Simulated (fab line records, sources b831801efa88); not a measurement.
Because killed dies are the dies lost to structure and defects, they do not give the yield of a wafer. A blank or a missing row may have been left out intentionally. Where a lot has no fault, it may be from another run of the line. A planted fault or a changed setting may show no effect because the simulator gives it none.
One fault through the eyes of 2 desks :: flow sky130 :: only its own numbers are on each desk; what lay behind them is given at the end

FROM THE METROLOGY DESK
What the gauges read, lot by lot, whatever tool the lot ran on: means of the sampled wafers that have a number. The brackets show how far a lot's mean lies from the usual mean; more than 4 standard deviations puts the lot out of limits, marked OUT.
Columns: A = FIELD_ISO_CVD_03_THK at SKY_FIELD_ISO_THK_MEAS_04, usual 166.3 nm; B = LDD_HVN_OVL at SKY_LDD_HVN_OVL_MEAS_07, usual -0.5 nm; C = CONTACT_CVD_00_THK at SKY_CONTACT_THK_MEAS_01, usual 74.8 nm
lot: L133
first seen here: day 1 13:29
A: 165.0
B: -1.3
C: 74.2

lot: L134
first seen here: day 1 19:04
A: 165.1
B: -2.7
C: 75.5

lot: L135
first seen here: day 2 02:23
A: 165.4
B: -2.0
C: 76.1

lot: L137
first seen here: day 2 12:04
A: 165.8
B: 0.2
C: 75.7

lot: L138
first seen here: day 2 16:24
A: 166.7
B: -1.1
C: 73.4

lot: L141
first seen here: day 3 05:29
A: 165.4
B: -0.6
C: 74.4

lot: L142
first seen here: day 3 11:40
A: 166.3
B: 0.0
C: 76.1

lot: L145
first seen here: day 4 02:01
A: 169.8
B: -0.5
C: 73.7

lot: L151
first seen here: day 5 13:25
A: 166.1
B: -0.4
C: 67.6 (-6.5) OUT

lot: L152
first seen here: day 5 16:16
A: 165.6
B: -2.1
C: 68.0 (-6.1) OUT

lot: L155
first seen here: day 6 04:23
A: 169.7
B: 1.2
C: 67.5 (-6.7) OUT

lot: L156
first seen here: day 6 09:22
A: 167.7
B: -0.4
C: 76.5
This desk's result: L151, L152, L155 out of limits, first on L151 (CONTACT_CVD_00_THK at SKY_CONTACT_THK_MEAS_01), day 36 13:56. Within limits: L133, L134, L135, L137, L138, L141, L142, L145, L156.

AT THE TOOL OWNER'S DESK: pecvd-01
The tool's own readings at SKY_CONTACT_CVD_00 (deposits Si3N4, target thk 75 nm): means of the sampled wafers that have a number, for each lot that ran on this tool. The brackets show how far a lot's mean lies from the usual mean; more than 4 standard deviations puts the lot out of limits, marked OUT.
Columns: A = heater power w at SKY_CONTACT_CVD_00, usual 685 W
lot: L133
first seen here: day 30 06:20
A: 823

lot: L138
first seen here: day 32 10:40
A: 733

lot: L141
first seen here: day 33 07:14
A: 804

lot: L145
first seen here: day 34 12:36
A: 724

lot: L151
first seen here: day 36 13:53
A: 704

lot: L152
first seen here: day 36 20:49
A: 656

lot: L155
first seen here: day 37 07:18
A: 656
This desk's finding: nothing out of limits on any of the 7 lots.

TAKEN TOGETHER
L151, L152, L155 would have let the metrology desk raise an alarm at day 36 13:56.
The desk of the tool owner found nothing out of limits.
On record at the tool owner's desk: L151, L152, L155, within its limits.
All the named lots went through SKY_CONTACT_CVD_00 on pecvd-01.

WHAT HAD BEEN PUT IN BY THE SIMULATOR
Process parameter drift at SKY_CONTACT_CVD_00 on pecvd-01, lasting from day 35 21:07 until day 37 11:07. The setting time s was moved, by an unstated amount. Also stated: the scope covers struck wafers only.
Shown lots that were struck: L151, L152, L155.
Delay in hours, fault start to first out-of-limits reading, per desk: metrology desk 17.
